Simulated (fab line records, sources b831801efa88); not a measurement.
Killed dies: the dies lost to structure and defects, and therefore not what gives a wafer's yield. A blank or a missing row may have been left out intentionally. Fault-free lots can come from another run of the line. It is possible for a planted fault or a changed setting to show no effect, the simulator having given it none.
fab line records ; flow sky130
record: lots: 5; wafers: 15; last_day: 49
route steps=708 shown PWDE@48 NWELL@56 PAD_OPEN@708
lots untouched by any fault: they come from a run of this same line in which no faults occurred
start_h: start of the lot's first displayed wafer, in hours after the record's first day ; wait_h: hours from the lot's prior step to this one ; " the same as in the row above ; L1.1+2: a single row standing in for several wafers ; - no value, or no start was given ; * or withheld: withheld ; < > ~ a bound
route shown NAME@n: a module of which the file shows steps, and the number in the route of the first ; usual: mean/standard deviation taken from wafers without a fault ; same: alike in all rows ; chamber/n: place in a boat ; sites: per-site readings ; _std_site: how widely they spread, as a standard deviation ; _edge_site: the outer-site mean with the inner-site mean subtracted ; radius_mm: how far each site lies from the wafer's centre ; mask NAME#n: copy n ; behind: the last tool/chamber to shape the wafer ; hold: the reason the lot was held/the length of the hold in hours/how it ended ; device: whichever transistor did not switch (one of n, p or np) ; end of line: at the end of the route, the tests of the same wafers ; a step without rows: its recipe alone ; killed: count of dies lost to structure and defects at first sort (not the wafer's yield) ; map: a wafer's dies, marking killed ones x, the rest . and places with no die _
set.NAME: setting as actually run; set.NAME@STEP: the setting as run at that earlier step ; model.NAME: the simulator's own value behind a step, which no gauge read
lots at selected steps of the route; one table per step, one row per wafer
services: the hour from which a tool's chamber was out of use, counted from the record's first day as start_h (under 0 if before that day), plus the number of hours and why
== steps ==
step: SKY_PWDE_SOFTBAKE_03
recipe: temp_c: 110; time_s: withheld
step: SKY_PWDE_EXPOSE_04
recipe: mask_id: PWDEM; na: 0.6; source_shape: conventional; sigma_outer: 0.6; polarization: unpolarized; target_cd_nm: 840; dose_mj: 214
step: SKY_PWDE_PEB_05
recipe: temp_c: 115; time_s: withheld
step: SKY_PWDE_DEVELOP_06
recipe: wall_angle_deg: 90; developer: TMAH; develop_time_s: 60; dev_temp_c: 23
step: SKY_PWDE_OVL_MEAS_07
usual: PWDE_OVL: -0.5/1.2
lot.wafer;tool;chamber;start_h;wait_h;PWDE_OVL[nm]
L312.3;overlay-01;-;76.03;-;0.4
L312.4;overlay-01;-;76.03;-;-0.4
L312.6;overlay-01;-;76.03;-;-1.2
L314.3;overlay-02;-;79.63;-;0.0
L314.4;overlay-02;-;79.63;-;-1.1
L314.5;overlay-02;-;79.63;-;-0.2
L316.1;overlay-01;-;91.32;-;-0.7
L316.3;overlay-01;-;91.32;-;0.7
L316.6;overlay-01;-;91.32;-;0.3
L327.2;overlay-02;-;155.67;-;-0.9
L327.3;overlay-02;-;155.67;-;-1.6
L327.5;overlay-02;-;155.67;-;1.0
L329.1;overlay-02;-;162.27;-;-2.0
L329.2;overlay-02;-;162.27;-;-2.4
L329.3;overlay-02;-;162.27;-;-3.1
step: SKY_PWDE_IMPLANT_08
recipe: species: B; energy_kev: 150; dose_cm2: 3.6e+12; tilt_deg: withheld
step: SKY_PWDE_STRIP_09
recipe: chemistry: O2/N2; power_w: 1400; pressure_mtorr: 1500; platen_temp_c: withheld; o2_flow_sccm: 3000; n2_flow_sccm: 300; overash_fraction: 0.5
usual: drypump_motor_current_A: 5.91/0.16; oes_product_au: 0.723/0.0043; strip_time_to_endpoint_s: 37.16/0.11
lot.wafer;tool;chamber;start_h;wait_h;drypump_motor_current_A;oes_product_au;rf_hours_counter_h;strip_time_to_endpoint_s
L312.3;plasma_asher-03;0;76.24;0.1;6.18;0.722;-;37.40
L312.4;plasma_asher-03;1;76.24;0.1;6.00;0.725;-;37.35
L312.6;plasma_asher-03;1;76.24;0.1;6.01;0.722;-;37.28
L314.3;plasma_asher-03;0;80.26;0.1;6.14;0.718;-;37.13
L314.4;plasma_asher-03;1;80.26;0.1;5.93;0.717;-;37.05
L314.5;plasma_asher-03;1;80.26;0.1;5.93;0.724;-;37.10
L316.1;plasma_asher-01;0;91.50;0.1;5.72;0.723;44;37.18
L316.3;plasma_asher-01;0;91.50;0.1;5.69;0.727;-;37.10
L316.6;plasma_asher-01;0;91.50;0.1;5.72;0.728;-;37.18
L327.2;plasma_asher-03;1;155.85;0.1;5.90;0.725;1;37.26
L327.3;plasma_asher-03;1;155.85;0.1;5.96;0.722;-;37.35
L327.5;plasma_asher-03;1;155.85;0.1;5.93;0.726;-;37.29
L329.1;plasma_asher-03;0;162.45;0.1;6.16;0.724;2;37.00
L329.2;plasma_asher-03;1;162.45;0.1;5.91;0.732;2;37.00
L329.3;plasma_asher-03;1;162.45;0.1;5.95;0.729;-;37.00
step: SKY_PWDE_TW_MEAS_10
usual: PWDE_TW: 378/4.2
lot.wafer;tool;chamber;start_h;wait_h;PWDE_TW
L312.3;film_metro-02;-;76.32;0.1;373
L312.4;film_metro-02;-;76.32;0.1;374
L312.6;film_metro-02;-;76.32;0.1;373
L314.3;film_metro-01;-;80.34;0.1;382
L314.4;film_metro-01;-;80.34;0.1;382
L314.5;film_metro-01;-;80.34;0.1;381
L316.1;film_metro-03;-;91.60;0.1;374
L316.3;film_metro-03;-;91.60;0.1;378
L316.6;film_metro-03;-;91.60;0.1;376
L327.2;film_metro-03;-;155.96;0.1;373
L327.3;film_metro-03;-;155.96;0.1;373
L327.5;film_metro-03;-;155.96;0.1;376
L329.1;film_metro-01;-;162.55;0.1;384
L329.2;film_metro-01;-;162.55;0.1;386
L329.3;film_metro-01;-;162.55;0.1;383
step: SKY_NWELL_DEHYDRATE_03
recipe: temp_c: 200; time_s: 60
step: SKY_NWELL_HMDS_04
recipe: prime_time_s: 60; prime_temp_c: 120
step: SKY_NWELL_COAT_05
recipe: spin_rpm: 2000; resist_thk_nm: 3000
step: SKY_NWELL_SOFTBAKE_06
recipe: temp_c: 110; time_s: withheld
step: SKY_NWELL_EXPOSE_07
recipe: mask_id: NWM; na: 0.6; source_shape: conventional; sigma_outer: 0.6; polarization: unpolarized; target_cd_nm: 840; dose_mj: 255
lot.wafer;tool;chamber;start_h;wait_h;mask
L312.3+4+6;iline_stepper-02;0;84.78;-;NWM#0
L314.3+4+5;iline_stepper-01;0;89.11;-;NWM#0
L316.1+3+6;iline_stepper-01;0;100.19;-;NWM_R1#0
L327.2+3+5;iline_stepper-02;0;165.45;-;NWM#0
L329.1+2+3;iline_stepper-02;0;173.34;-;NWM#0
step: SKY_NWELL_PEB_08
recipe: temp_c: 115; time_s: withheld
step: SKY_PAD_OPEN_PROBE_99
lot.wafer;tool;chamber;start_h;wait_h;model.etest.nfet_16v.r_on_ohm_um;model.etest.pfet_16v.r_on_ohm_um;model.etest.res_nwell.line_ohm_um;model.etest.res_nwell.width_nm;model.etest.res_iso_pwell.width_nm;model.etest.pfet_16v.drive_ua_um
L312.3;prober-02;-;1084.58;0.2;1.467e+04;1.529e+04;1112;834.8;2661;246.9
L312.4;prober-02;-;1084.63;0.2;1.46e+04;1.518e+04;1111;834.8;2642;249
L312.6;prober-02;-;1084.73;0.2;1.462e+04;1.53e+04;1141;838;2652;245.6
L314.3;prober-02;-;1096.74;0.2;1.47e+04;1.521e+04;1098;831.9;2653;238.3
L314.4;prober-02;-;1096.79;0.2;1.467e+04;1.57e+04;1145;835.9;2652;235
L314.5;prober-02;-;1096.84;0.2;1.472e+04;1.591e+04;1164;836.8;2642;233.4
L316.1;prober-01;-;1099.95;0.1;1.574e+04;1.459e+04;1181;736.9;2714;251.7
L316.3;prober-01;-;1100.05;0.2;1.563e+04;1.481e+04;1188;734.9;2712;250
L316.6;prober-01;-;1100.20;0.2;1.563e+04;1.451e+04;1195;735.1;2716;251
L327.2;prober-02;-;1164.21;0.1;1.424e+04;1.51e+04;1147;838;2650;240.1
L327.3;prober-02;-;1164.26;0.2;1.425e+04;1.514e+04;1137;836.4;2650;239.4
L327.5;prober-02;-;1164.36;0.2;1.4e+04;1.523e+04;1131;828.6;2651;240.4
L329.1;prober-02;-;1174.19;0.1;1.433e+04;1.544e+04;1140;828.8;2669;238.5
L329.2;prober-02;-;1174.24;0.1;1.443e+04;1.531e+04;1131;833.6;2657;236.2
L329.3;prober-02;-;1174.29;0.2;1.42e+04;1.5e+04;1112;833.2;2660;241.1
killed by level:class
L312.3 VIA1:geometric_particle:open=11 LI_CONTACT:geometric_particle:open=9 METAL2:geometric_particle:short=7 POLY_GATE:geometric_particle:open=7 METAL1:geometric_particle:short=7 LOCAL_INTERCONNECT:geometric_particle:short=6 METAL4:geometric_particle:short=5 FIELD_ISO:geometric_particle:short=4
L312.4 VIA1:geometric_particle:open=14 CONTACT:geometric_particle:open=10 LI_CONTACT:geometric_particle:open=9 METAL1:geometric_particle:short=8 FIELD_ISO:geometric_particle:short=7 VIA1:geometric_particle:short=7 CONTACT:geometric_particle:short=7 VIA2:geometric_particle:open=6
L312.6 VIA3:geometric_particle:open=11 METAL1:geometric_particle:short=10 LI_CONTACT:geometric_particle:open=10 FIELD_ISO:geometric_particle:open=7 FIELD_ISO:geometric_particle:short=6 VIA1:geometric_particle:short=5 VIA2:geometric_particle:open=5 POLY_GATE:geometric_particle:short=4
L314.3 CONTACT:geometric_particle:open=10 VIA3:geometric_particle:open=9 CONTACT:geometric_particle:short=7 VIA2:geometric_particle:open=7 VIA1:geometric_particle:short=6 VIA1:geometric_particle:open=6 LI_CONTACT:geometric_particle:open=5 METAL2:geometric_particle:short=5
L314.4 VIA1:geometric_particle:open=15 LI_CONTACT:geometric_particle:open=10 LOCAL_INTERCONNECT:geometric_particle:short=10 POLY_GATE:geometric_particle:open=9 VIA1:geometric_particle:short=7 POLY_GATE:geometric_particle:short=5 CONTACT:geometric_particle:short=5 METAL4:geometric_particle:short=5
L314.5 CONTACT:geometric_particle:open=10 METAL3:geometric_particle:short=8 VIA3:geometric_particle:open=7 LI_CONTACT:geometric_particle:open=6 METAL2:geometric_particle:short=5 VIA1:geometric_particle:open=5 FIELD_ISO:geometric_particle:open=4 LOCAL_INTERCONNECT:geometric_particle:short=4
L327.2 VIA1:geometric_particle:open=16 CONTACT:geometric_particle:open=14 LI_CONTACT:geometric_particle:open=11 VIA3:geometric_particle:open=7 METAL1:geometric_particle:short=6 VIA2:geometric_particle:open=5 POLY_GATE:geometric_particle:open=4 METAL4:geometric_particle:short=4
L327.3 CONTACT:geometric_particle:open=13 FIELD_ISO:geometric_particle:short=10 METAL1:geometric_particle:short=8 LI_CONTACT:geometric_particle:open=6 METAL2:geometric_particle:short=6 VIA1:geometric_particle:open=6 FIELD_ISO:geometric_particle:open=5 POLY_GATE:geometric_particle:short=5
L327.5 VIA1:geometric_particle:open=20 CONTACT:geometric_particle:open=13 VIA2:geometric_particle:open=9 METAL4:geometric_particle:short=6 FIELD_ISO:geometric_particle:open=5 METAL1:geometric_particle:short=4 SPACER:geometric_particle:short=4 VIA3:geometric_particle:open=4
L329.1 METAL2:geometric_particle:short=9 CONTACT:geometric_particle:open=8 VIA2:geometric_particle:open=8 VIA1:geometric_particle:open=7 LI_CONTACT:geometric_particle:open=7 POLY_GATE:geometric_particle:open=5 LOCAL_INTERCONNECT:geometric_particle:short=5 FIELD_ISO:geometric_particle:open=4
L329.2 VIA1:geometric_particle:open=9 VIA2:geometric_particle:open=8 VIA1:geometric_particle:short=7 VIA3:geometric_particle:open=7 METAL1:geometric_particle:short=6 LOCAL_INTERCONNECT:geometric_particle:short=6 CONTACT:geometric_particle:open=6 FIELD_ISO:geometric_particle:open=5
L329.3 VIA1:geometric_particle:open=8 CONTACT:geometric_particle:open=7 LI_CONTACT:geometric_particle:open=6 VIA3:geometric_particle:open=6 VIA1:geometric_particle:short=6 METAL2:geometric_particle:short=6 POLY_GATE:geometric_particle:open=5 FIELD_ISO:geometric_particle:short=4
== services ==
tool;chamber;start_h;hours;kind
plasma_asher-03;-;108.75;9.0;pm
plasma_asher-03;0;108.75;9.0;vent_cycle
plasma_asher-03;1;108.75;9.0;vent_cycle
plasma_asher-03;0;117.75;-;clean
plasma_asher-03;1;117.75;-;clean
plasma_asher-03;-;129.83;25.0;pm
== key ==
first_sign: step: SKY_NWELL_EXPOSE_07; reading: mask; direction: changed
effect none on later readings
model_effect: step: SKY_PAD_OPEN_PROBE_99; value: etest.nfet_16v.r_on_ohm_um; without: 1.49e+04; struck: 1.567e+04
met_at SKY_NWELL_EXPOSE_07
struck_wafers L316.1,L316.3,L316.6
sort_left_out L316.1,L316.3,L316.6
tester_left_out L316
onset_between 89.11 100.19
fault: kind: wrong_mask; tool: any; chamber: -; onset_h: 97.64; steps: SKY_NWELL_EXPOSE_07; aux_copy: NWM_R1#0; cd_offset_nm: -101; scope: struck_lots_only
tester_left_out: of these lots the tester's yield and bins aren't shown, on N5 and GAA mostly nor the transistor test; their killed dies are dies lost to structure and defects alone, not to doping, threshold or leakage, so they don't give the yield
sort_left_out: the simulated sort isn't trusted on such a fault, so these wafers' sort isn't shown, and their yield isn't known
